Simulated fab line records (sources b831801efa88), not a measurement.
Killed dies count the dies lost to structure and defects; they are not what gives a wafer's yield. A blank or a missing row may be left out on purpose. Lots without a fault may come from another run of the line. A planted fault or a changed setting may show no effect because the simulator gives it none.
Which tool was responsible?	flow gf180mcu	45 wafers from 15 lots sampled at 5 of the route's 602 steps

== WHAT EACH GAUGE READ, for each wafer ==
GF_PSD_TW_MEAS_11. Usual: for PSD_TW the level is 3178 and the standard deviation is 37.
lot	measured	on	PSD_TW	flag
L792	day 14 15:10	film-metro-04	3224 3206 3237	
L794	day 15 12:43	film-metro-01	3164 3175 3172	
L796	day 16 05:14	film-metro-03	3131 3133 3129	
L798	day 16 12:58	film-metro-01	3187 3171 3184	
L799	day 17 03:59	film-metro-01	3176 3166 3188	
L800	day 17 10:29	film-metro-01	3175 3178 3180	
L801	day 17 19:32	film-metro-04	3223 3221 3222	
L803	day 19 06:15	film-metro-01	30 30 30	OFF
L806	day 19 13:19	film-metro-03	29 30 29	OFF
L807	day 20 01:01	film-metro-01	30 30 30	OFF
L810	day 20 20:17	film-metro-01	3173 3171 3177	
L811	day 21 10:44	film-metro-01	3186 3169 3198	
L812	day 21 14:41	film-metro-03	3136 3144 3137	
L813	day 21 17:21	film-metro-04	3222 3217 3222	
L814	day 22 05:10	film-metro-03	3126 3121 3120	

GF_SAB_OVL_MEAS_10. Usual: for SAB_OVL the level is -0.5 nm and the standard deviation is 1.4.
lot	measured	on	SAB_OVL (nm)	flag
L792	day 15 12:47	overlay-02	-0.3 0.4 -0.1	
L794	day 16 11:01	overlay-01	-0.6 -0.1 -0.9	
L796	day 17 03:55	overlay-01	-2.9 -0.8 -1.6	
L798	day 17 11:45	overlay-01	-1.8 0.0 -0.5	
L799	day 18 03:27	overlay-02	0.8 2.2 1.5	
L800	day 18 09:55	overlay-02	0.3 -1.4 -1.2	
L801	day 18 19:58	overlay-01	-0.3 1.4 2.5	
L803	day 20 07:19	overlay-01	-0.9 -1.5 0.4	
L806	day 20 14:01	overlay-01	-1.5 1.0 -0.9	
L807	day 21 01:28	overlay-01	-3.9 -2.9 -1.9	
L810	day 21 20:28	overlay-01	-1.9 -1.4 -0.1	
L811	day 22 11:01	overlay-01	-3.3 -3.3 -2.6	
L812	day 22 14:37	overlay-01	-0.5 0.3 -0.8	
L813	day 22 16:51	overlay-01	1.5 -0.4 -2.5	
L814	day 23 04:43	overlay-02	-1.8 0.4 -1.4	

== EACH LOT AND THE TOOL THAT RAN IT (in order: tool; ch and the chambers of the sampled wafers; start) ==
lot	GF_VT_IMPLANT_STRIP_20	GF_NSD_STRIP_11	GF_PSD_STRIP_10
L792	plasma-asher-01 ch 0,1, day 6 14:33	plasma-asher-03 ch 0,1, day 13 18:06	plasma-asher-03 ch 0,1, day 14 15:05
L794	plasma-asher-01 ch 0,1, day 7 05:11	plasma-asher-01 ch 0,1, day 14 15:25	plasma-asher-02 ch 0,1, day 15 12:38
L796	plasma-asher-03 ch 0,1, day 7 16:16	plasma-asher-04 ch 0,1, day 15 06:59	plasma-asher-02 ch 0,1, day 16 05:08
L798	plasma-asher-04 ch 1, day 8 00:11	plasma-asher-04 ch 0,1, day 15 14:43	plasma-asher-02 ch 0,1, day 16 12:52
L799	plasma-asher-01 ch 0,1, day 8 08:02	plasma-asher-03 ch 0,1, day 16 05:17	plasma-asher-03 ch 0,1, day 17 03:53
L800	plasma-asher-04 ch 0,1, day 8 15:50	plasma-asher-01 ch 0,1, day 16 11:01	plasma-asher-03 ch 0,1, day 17 10:23
L801	plasma-asher-03 ch 0,1, day 8 19:43	plasma-asher-04 ch 0,1, day 16 19:53	plasma-asher-03 ch 0,1, day 17 19:26
L803	plasma-asher-01 ch 0,1, day 9 15:22	plasma-asher-03 ch 0,1, day 18 06:07	plasma-asher-03 ch 0,1, day 19 06:09
L806	plasma-asher-04 ch 0,1, day 10 04:04	plasma-asher-01 ch 0,1, day 18 12:46	plasma-asher-02 ch 0,1, day 19 13:13
L807	plasma-asher-03 ch 1, day 10 11:50	plasma-asher-04 ch 0,1, day 19 00:20	plasma-asher-02 ch 0,1, day 20 00:55
L810	plasma-asher-01 ch 0,1, day 11 04:20	plasma-asher-01 ch 0, day 19 19:37	plasma-asher-02 ch 1, day 20 20:11
L811	plasma-asher-01 ch 0,1, day 11 11:17	plasma-asher-03 ch 0,1, day 20 10:59	plasma-asher-02 ch 0,1, day 21 10:38
L812	plasma-asher-03 ch 0,1, day 11 19:19	plasma-asher-04 ch 0,1, day 20 14:41	plasma-asher-04 ch 0,1, day 21 14:35
L813	plasma-asher-04 ch 0,1, day 11 23:01	plasma-asher-03 ch 0,1, day 20 17:32	plasma-asher-02 ch 0,1, day 21 17:14
L814	plasma-asher-04 ch 0,1, day 12 10:20	plasma-asher-03 ch 0,1, day 21 05:40	plasma-asher-02 ch 0,1, day 22 05:04
- GF_VT_IMPLANT_STRIP_20: strips in O2/N2.
- GF_NSD_STRIP_11: strips in O2/N2.
- GF_PSD_STRIP_10: strips in O2/N2.

== WHAT THE TOOLS THEMSELVES READ (means of the sampled wafers that have a number; where no wafer has one, the mark that the record gives instead) ==
GF_VT_IMPLANT_STRIP_20. Usual: chamber-pressure-mTorr 1500.0 mTorr, standard deviation 1.5; drypump-motor-current-A 5.6 A, standard deviation 0.4; heater-power-w 358 W, standard deviation 32; oes-product-au 0.716 a.u., standard deviation 0.0043; strip-time-to-endpoint-s 12.62 s, standard deviation 0.031.
lot	tool	chamber-pressure-mTorr (mTorr)	drypump-motor-current-A (A)	heater-power-w (W)	oes-product-au (a.u.)	strip-time-to-endpoint-s (s)	flag
L792	plasma-asher-01	1499.2	5.7	338	0.716	12.59	
L794	plasma-asher-01	1500.5	5.7	362	0.719	12.67	
L796	plasma-asher-03	1500.0	6.1	360	0.715	12.66	
L798	plasma-asher-04	1500.1	5.8	360	0.719	12.61	
L799	plasma-asher-01	1499.9	5.7	335	0.722	12.61	
L800	plasma-asher-04	1497.3	5.2	358	0.718	12.62	
L801	plasma-asher-03	1498.1	6.0	386	0.720	12.61	
L803	plasma-asher-01	1500.3	5.7	358	0.717	12.65	
L806	plasma-asher-04	1500.7	5.5	357	0.714	12.62	
L807	plasma-asher-03	1499.9	5.9	410	0.717	12.63	
L810	plasma-asher-01	1499.3	5.7	337	0.718	12.62	
L811	plasma-asher-01	1500.9	5.7	339	0.715	12.61	
L812	plasma-asher-03	1501.3	6.0	387	0.714	12.62	
L813	plasma-asher-04	1501.8	5.2	354	0.713	12.65	
L814	plasma-asher-04	1500.6	5.2	349	0.719	12.64	

GF_NSD_STRIP_11. Usual: chamber-pressure-mTorr 1499.8 mTorr, standard deviation 1.3; drypump-motor-current-A 5.7 A, standard deviation 0.43; heater-power-w 360 W, standard deviation 31; oes-product-au 0.487 a.u., standard deviation 0.0047; strip-time-to-endpoint-s 22.95 s, standard deviation 0.04.
lot	tool	chamber-pressure-mTorr (mTorr)	drypump-motor-current-A (A)	heater-power-w (W)	oes-product-au (a.u.)	strip-time-to-endpoint-s (s)	flag
L792	plasma-asher-03	1498.0	6.0	392	0.488	22.98	
L794	plasma-asher-01	1501.3	5.7	362	0.481	22.90	
L796	plasma-asher-04	1499.2	5.2	356	0.485	22.90	
L798	plasma-asher-04	1499.8	5.5	356	0.485	22.96	
L799	plasma-asher-03	1499.9	6.1	361	0.489	22.90	
L800	plasma-asher-01	1499.8	5.7	338	0.488	22.93	
L801	plasma-asher-04	1499.8	5.5	362	0.486	22.95	
L803	plasma-asher-03	-	-	-	-	-	OFF
L806	plasma-asher-01	-	-	-	-	-	OFF
L807	plasma-asher-04	-	-	-	-	-	OFF
L810	plasma-asher-01	1498.7	5.8	309	0.482	23.00	
L811	plasma-asher-03	1498.2	6.1	388	0.487	22.93	
L812	plasma-asher-04	1499.5	5.5	368	0.488	22.93	
L813	plasma-asher-03	1500.2	6.0	390	0.490	23.01	
L814	plasma-asher-03	1500.2	6.0	385	0.482	22.98	

GF_PSD_STRIP_10. Usual: chamber-pressure-mTorr 1500.2 mTorr, standard deviation 1.2; drypump-motor-current-A 5.8 A, standard deviation 0.36; heater-power-w 358 W, standard deviation 29; oes-product-au 0.591 a.u., standard deviation 0.0046; strip-time-to-endpoint-s 16.51 s, standard deviation 0.034.
lot	tool	chamber-pressure-mTorr (mTorr)	drypump-motor-current-A (A)	heater-power-w (W)	oes-product-au (a.u.)	strip-time-to-endpoint-s (s)	flag
L792	plasma-asher-03	1500.7	6.0	384	0.594	16.52	
L794	plasma-asher-02	1499.0	5.8	354	0.594	16.48	
L796	plasma-asher-02	1500.0	5.8	353	0.595	16.52	
L798	plasma-asher-02	1500.6	5.9	353	0.593	16.55	
L799	plasma-asher-03	1500.3	6.0	382	0.588	16.51	
L800	plasma-asher-03	1499.7	6.0	386	0.592	16.51	
L801	plasma-asher-03	1499.1	6.1	366	0.590	16.55	
L803	plasma-asher-03	1500.8	6.1	361	0.655	31.49	OFF
L806	plasma-asher-02	1501.1	5.7	340	0.659	31.39	OFF
L807	plasma-asher-02	1499.6	5.7	344	0.653	31.52	OFF
L810	plasma-asher-02	1500.7	5.6	329	0.590	16.53	
L811	plasma-asher-02	1499.5	5.8	352	0.588	16.48	
L812	plasma-asher-04	1499.8	5.5	373	0.592	16.51	
L813	plasma-asher-02	1501.1	5.9	354	0.588	16.49	
L814	plasma-asher-02	1500.3	5.8	347	0.592	16.48	

== THE ANSWER, worked out from the rows above alone ==
Rule: take the mean of a lot's wafers that have a number; if it is more than 3 standard deviations from the usual mean, the lot is off. A lot without any number at a reading at which 4 lots or more have one is off too. Any other lot the step has rows for is counted as sound. The gauges are gone through in route order, then the tools' own readings, and for those a lot's mean is taken as printed above. At the first step where some lot is off, the reading lying furthest off is the one used; lots without a number count as furthest.
Off: L803, L806, L807, at GF_PSD_TW_MEAS_11 (PSD_TW).
If a tool, at a process step before that reading, ran all the lots that are off and no sound lot after the first of them, it fits. Not tried: the gauges at GF_PSD_TW_MEAS_11; whatever is off there is also off at GF_NSD_STRIP_11, on other tools, and gauge error can't account for it. Of those tried, none fits.

== WHAT HAD BEEN PUT IN BY THE SIMULATOR ==
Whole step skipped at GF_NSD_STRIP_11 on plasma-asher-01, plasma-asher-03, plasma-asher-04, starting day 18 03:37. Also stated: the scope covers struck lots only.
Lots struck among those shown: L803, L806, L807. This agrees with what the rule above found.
